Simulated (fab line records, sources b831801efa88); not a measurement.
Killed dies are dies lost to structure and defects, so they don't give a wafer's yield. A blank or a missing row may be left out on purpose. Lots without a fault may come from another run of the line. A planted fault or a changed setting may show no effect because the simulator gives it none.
Chamber matching | flow gf180mcu | GF_V5_ETCH_16 on rie_diel-01: 4 sister chambers
The step etches BARC in N2/H2. 14 wafers are shown with their chamber, then 7 later ones without.

WAFERS WITH THEIR CHAMBER
wafer  | chamber | drypump_motor_current_A (A) | oes_product_au (a.u.) | throttle_valve_pct (%)
L762.1 | 2       | 5.9                         | 0.851                 | 13.209
L762.3 | 3       | 5.9                         | 0.861                 | 13.223
L762.4 | 1       | 5.9                         | 0.851                 | 13.229
L766.1 | 1       | 5.9                         | 0.850                 | 13.224
L766.2 | 2       | 5.9                         | 0.861                 | 13.214
L766.4 | 3       | 6.0                         | 0.858                 | 13.239
L772.2 | 2       | 5.8                         | 0.852                 | 13.224
L772.3 | 1       | 5.9                         | 0.852                 | 13.234
L772.6 | 1       | 5.9                         | 0.859                 | 13.223
L774.1 | 3       | 6.0                         | 0.853                 | 13.235
L774.5 | 0       | 5.8                         | 0.847                 | 13.220
L774.6 | 1       | 5.9                         | 0.853                 | 13.227
L779.1 | 1       | 5.9                         | 0.851                 | 13.216
L779.2 | 3       | 6.0                         | 0.857                 | 13.225

SIGNATURES (means of the wafers above)
reading                 | chamber 0 | chamber 1 | chamber 2 | chamber 3 | scatter within a chamber
drypump_motor_current_A | 5.800     | 5.900     | 5.867     | 5.975     | 0.0376
oes_product_au          | 0.84700   | 0.85267   | 0.85467   | 0.85725   | 0.00383
throttle_valve_pct      | 13.22000  | 13.22550  | 13.21567  | 13.23050  | 0.00694
Rule: a wafer's distance from a chamber is the root of the sum, over the readings, of the square of ((its reading less the chamber's mean) divided by the reading's scatter). The wafer belongs to the nearest chamber; if the next one is less than 2 further off, it can't be placed. The scatter: the root of (the sum of the squares of (reading less its chamber's mean) over the shown wafers, divided by (wafers less chambers)).

WAFERS WITHOUT THEIR CHAMBER
wafer  | drypump_motor_current_A (A) | oes_product_au (a.u.) | throttle_valve_pct (%)
L779.3 | 5.9                         | 0.852                 | 13.219
L781.1 | 6.0                         | 0.851                 | 13.228
L781.3 | 5.8                         | 0.850                 | 13.218
L781.5 | 5.8                         | 0.855                 | 13.212
L782.1 | 5.8                         | 0.858                 | 13.217
L782.2 | 6.0                         | 0.858                 | 13.225
L782.3 | 5.9                         | 0.856                 | 13.219

WHICH CHAMBER EACH WENT THROUGH
wafer  | from the rows above          | in truth
L779.3 | can't be placed: 1 or 2 or 3 | 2
L781.1 | can't be placed: 3 or 1      | 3
L781.3 | can't be placed: 0 or 2      | 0
L781.5 | can't be placed: 2 or 0 or 1 | 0
L782.1 | can't be placed: 2 or 0 or 1 | 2
L782.2 | can't be placed: 3 or 1      | 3
L782.3 | can't be placed: 2 or 1 or 3 | 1
Placed correctly: 0 of 7. Can't be placed from these rows: 7 (the true chamber is among the candidates in 7). Placed wrongly: 0.
